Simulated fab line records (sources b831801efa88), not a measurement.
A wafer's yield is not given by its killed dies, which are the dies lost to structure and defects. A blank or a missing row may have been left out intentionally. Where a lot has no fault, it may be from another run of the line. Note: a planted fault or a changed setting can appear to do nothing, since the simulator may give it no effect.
Matching of chambers | flow gf180mcu | GF_PASSIVATION_CVD_00 on pecvd-01: 3 sister chambers
The step deposits SiO2 from TEOS, target thk 1000 nm, time 111.95 s. 3 wafers are shown with their chamber, then 7 later ones without.

## WAFERS, EACH WITH ITS CHAMBER
wafer  | chamber | heater_power_w (W)
L432.2 | 0       | 556
L433.3 | 2       | 778
L433.4 | 1       | 667

## WAFERS WHOSE CHAMBER IS MISSING
wafer  | heater_power_w (W)
L433.6 | 862
L437.1 | 945
L437.3 | 700
L437.6 | 754
L438.1 | 882
L438.2 | 750
L438.3 | 492

## EACH ONE'S CHAMBER
wafer  | from the rows above          | in truth
L433.6 | can't be placed: 2 or 1      | 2
L437.1 | can't be placed: 2 or 1      | 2
L437.3 | can't be placed: 1 or 2 or 0 | 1
L437.6 | can't be placed: 2 or 1      | 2
L438.1 | can't be placed: 2 or 1      | 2
L438.2 | can't be placed: 2 or 1 or 0 | 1
L438.3 | can't be placed: 0 or 1      | 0
Correctly placed: 0 of 7. Not placeable from these rows: 7 (in 7, the candidates include the true chamber). Wrongly placed: 0.
How it was worked out, from the rows above alone: a wafer's distance from a chamber is the root of the sum, over the readings, of the square of ((its reading less the chamber's mean) divided by the reading's scatter). If the next closest chamber is less than 2 further off than the closest, the wafer can't be placed; otherwise it belongs to the closest. A chamber's mean is the mean of its shown wafers. The scatter: root of mean squared gap, hidden wafer to nearest shown wafer, with one shown wafer a chamber.
